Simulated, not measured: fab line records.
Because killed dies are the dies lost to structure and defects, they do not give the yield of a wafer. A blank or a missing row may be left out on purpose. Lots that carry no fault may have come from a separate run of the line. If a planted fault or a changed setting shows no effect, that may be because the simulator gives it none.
What tool caused it? / flow gf180mcu / 13 lots (39 wafers sampled), 1 step of a 602-step route

WHAT EACH GAUGE READ, for each wafer
GF_V4_THK_MEAS_03. Usual: V4_CVD_02_THK typically reads 852 nm, with standard deviation 10.
lot=L796; measured=day 23 09:03; on=filmMetro-04; V4_CVD_02_THK (nm)=861 851 872; flag=
lot=L797; measured=day 23 19:22; on=filmMetro-04; V4_CVD_02_THK (nm)=851 847 871; flag=
lot=L798; measured=day 24 01:37; on=filmMetro-04; V4_CVD_02_THK (nm)=850 845 863; flag=
lot=L799; measured=day 24 16:50; on=filmMetro-04; V4_CVD_02_THK (nm)=838 857 859; flag=
lot=L800; measured=day 25 00:04; on=filmMetro-02; V4_CVD_02_THK (nm)=841 858 854; flag=
lot=L801; measured=day 25 06:18; on=filmMetro-04; V4_CVD_02_THK (nm)=835 835 835; flag=
lot=L802; measured=day 25 14:34; on=filmMetro-04; V4_CVD_02_THK (nm)=848 846 866; flag=
lot=L803; measured=day 25 21:21; on=filmMetro-03; V4_CVD_02_THK (nm)=848 857 867; flag=
lot=L805; measured=day 26 12:23; on=filmMetro-03; V4_CVD_02_THK (nm)=849 865 867; flag=
lot=L807; measured=day 27 06:17; on=filmMetro-04; V4_CVD_02_THK (nm)=843 847 852; flag=
lot=L811; measured=day 28 16:37; on=filmMetro-02; V4_CVD_02_THK (nm)=861 846 860; flag=
lot=L813; measured=day 29 00:43; on=filmMetro-02; V4_CVD_02_THK (nm)=847 847 865; flag=
lot=L819; measured=day 30 13:50; on=filmMetro-02; V4_CVD_02_THK (nm)=849 839 859; flag=

WHICH TOOL RAN EACH LOT (tool, then ch and the chambers of the sampled wafers, then the start)
Before these readings, the record contains no process step.

WHAT THE TOOLS THEMSELVES READ (means of the sampled wafers that have a number; where no wafer has one, the mark that the record gives instead)
The record holds no such reading with a usual standard deviation.

THE ANSWER, worked out from the rows above alone
Rule: lot off if the mean of its wafers having a number is beyond 3 standard deviations from the usual mean. Also off: a lot with no number at a reading for which 4 or more lots have one. All remaining lots with rows at the step are treated as sound. First the gauges in route order, then the tools' own readings, where a lot's mean is used as printed above. At the first step where some lot is off, the reading lying furthest off is the one used; lots without a number count as furthest.
None of the lots is off at any reading shown; this tells nothing.

WHAT HAD BEEN PUT IN BY THE SIMULATOR
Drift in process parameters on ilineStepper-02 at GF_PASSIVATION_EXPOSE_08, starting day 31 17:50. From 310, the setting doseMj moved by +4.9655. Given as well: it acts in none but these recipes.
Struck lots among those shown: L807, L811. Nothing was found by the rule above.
